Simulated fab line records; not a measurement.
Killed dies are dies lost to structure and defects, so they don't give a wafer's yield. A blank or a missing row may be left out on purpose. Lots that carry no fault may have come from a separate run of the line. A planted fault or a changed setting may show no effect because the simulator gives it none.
What tool caused it? + flow gf180mcu + Sampling: 11 lots, 33 wafers, 5 of 602 route steps

## WHAT THE GAUGES SHOWED, per wafer
GF_V5_THK_MEAS_03.
| lot  | measured     | on            | V5_CVD_02_THK (nm) |
|------|--------------|---------------|--------------------|
| L870 | day 26 13:57 | film-metro-04 | 1407 1432 1468     |
| L871 | day 26 16:53 | film-metro-04 | 1440 1430 1443     |
| L874 | day 27 14:31 | film-metro-03 | 1442 1458 1452     |
| L884 | day 30 22:53 | film-metro-01 | 1444 1462 1477     |
| L885 | day 31 05:37 | film-metro-01 | 1465 1469 1490     |
| L886 | day 31 09:08 | film-metro-04 | 1500 1458 1482     |
| L887 | day 31 11:44 | film-metro-04 | 1464 1457 1434     |
| L891 | day 32 10:08 | film-metro-03 | 1421 1459 1445     |
| L893 | day 32 21:56 | film-metro-04 | 1449 1459 1441     |

## WHICH TOOL RAN EACH LOT (tool, then ch and the chambers of the sampled wafers, then the start)
| lot  | GF_MIM_SPUTTER_08            | GF_MIM_STRIP_20                      | GF_M5_ETCH_09                      | GF_M5_STRIP_11                       |
|------|------------------------------|--------------------------------------|------------------------------------|--------------------------------------|
| L870 | pvd-sputter-03, day 24 17:37 | plasma-asher-04 ch 0,1, day 25 15:11 | rie-diel-04 ch 0,1,2, day 26 13:01 | plasma-asher-04 ch 0,1, day 26 13:11 |
| L871 | pvd-sputter-02, day 24 21:11 | plasma-asher-01 ch 0,1, day 25 18:26 | rie-diel-04 ch 1,2,3, day 26 15:58 | plasma-asher-02 ch 0,1, day 26 16:08 |
| L874 | pvd-sputter-02, day 25 21:08 | plasma-asher-03 ch 0,1, day 26 17:14 | rie-diel-01 ch 0,2, day 27 13:35   | plasma-asher-04 ch 0,1, day 27 13:46 |
| L877 | pvd-sputter-02, day 26 22:04 | plasma-asher-04 ch 0,1, day 27 18:00 | rie-diel-03 ch 0,1,3, day 28 13:17 | plasma-asher-02 ch 0,1, day 28 13:26 |
| L878 | pvd-sputter-01, day 27 10:37 | plasma-asher-01 ch 0,1, day 28 06:15 | rie-diel-01 ch 1,2,3, day 29 02:16 | plasma-asher-02 ch 0,1, day 29 02:25 |
| L884 | pvd-sputter-03, day 29 08:26 | plasma-asher-04 ch 0,1, day 30 03:18 | rie-diel-03 ch 0,2, day 30 21:59   | plasma-asher-04 ch 0,1, day 30 22:08 |
| L885 | pvd-sputter-01, day 29 15:05 | plasma-asher-01 ch 0,1, day 30 10:02 | rie-diel-01 ch 1,3, day 31 04:42   | plasma-asher-03 ch 0,1, day 31 04:53 |
| L886 | pvd-sputter-03, day 29 19:28 | plasma-asher-03 ch 0,1, day 30 14:08 | rie-diel-01 ch 1,2,3, day 31 08:10 | plasma-asher-04 ch 0,1, day 31 08:20 |
| L887 | pvd-sputter-03, day 29 22:22 | plasma-asher-03 ch 0,1, day 30 16:35 | rie-diel-03 ch 2,3, day 31 10:45   | plasma-asher-03 ch 0,1, day 31 10:56 |
| L891 | pvd-sputter-03, day 30 21:41 | plasma-asher-01 ch 0,1, day 31 15:20 | rie-diel-01 ch 0,1,3, day 32 09:05 | plasma-asher-03 ch 0,1, day 32 09:14 |
| L893 | pvd-sputter-03, day 31 11:33 | plasma-asher-01 ch 0,1, day 32 04:23 | rie-diel-04 ch 1,2,3, day 32 21:01 | plasma-asher-04 ch 0,1, day 32 21:11 |
- GF_MIM_SPUTTER_08: material AlCu, target thk 200 nm, time 10.6 s.
- GF_MIM_STRIP_20: strips in O2/N2.
- GF_M5_ETCH_09: etches Si3N4 in CF4/O2, target depth 52 nm, time 11.6 s.
- GF_M5_STRIP_11: strips in O2/N2.

## THE ANSWER, worked out from the rows above alone
Rule: usual is defined by the lots themselves. Put in order of their means at a reading, lots are off if they are a third of the lots or fewer, leave a main group of 4 or more, and stand apart from it by a gap of 3 or more times the standard deviation of the main group's means; of several such gaps the widest counts. The tables above print the reading to a certain number of digits; a main group whose means all agree to those digits is not used. A lot without any number at a reading at which 4 lots or more have one is off too. Any other lot the step has rows for is counted as sound.
Across all readings shown, no lot is off: no conclusion can be drawn from this.

## WHAT THE SIMULATOR HAD INSERTED
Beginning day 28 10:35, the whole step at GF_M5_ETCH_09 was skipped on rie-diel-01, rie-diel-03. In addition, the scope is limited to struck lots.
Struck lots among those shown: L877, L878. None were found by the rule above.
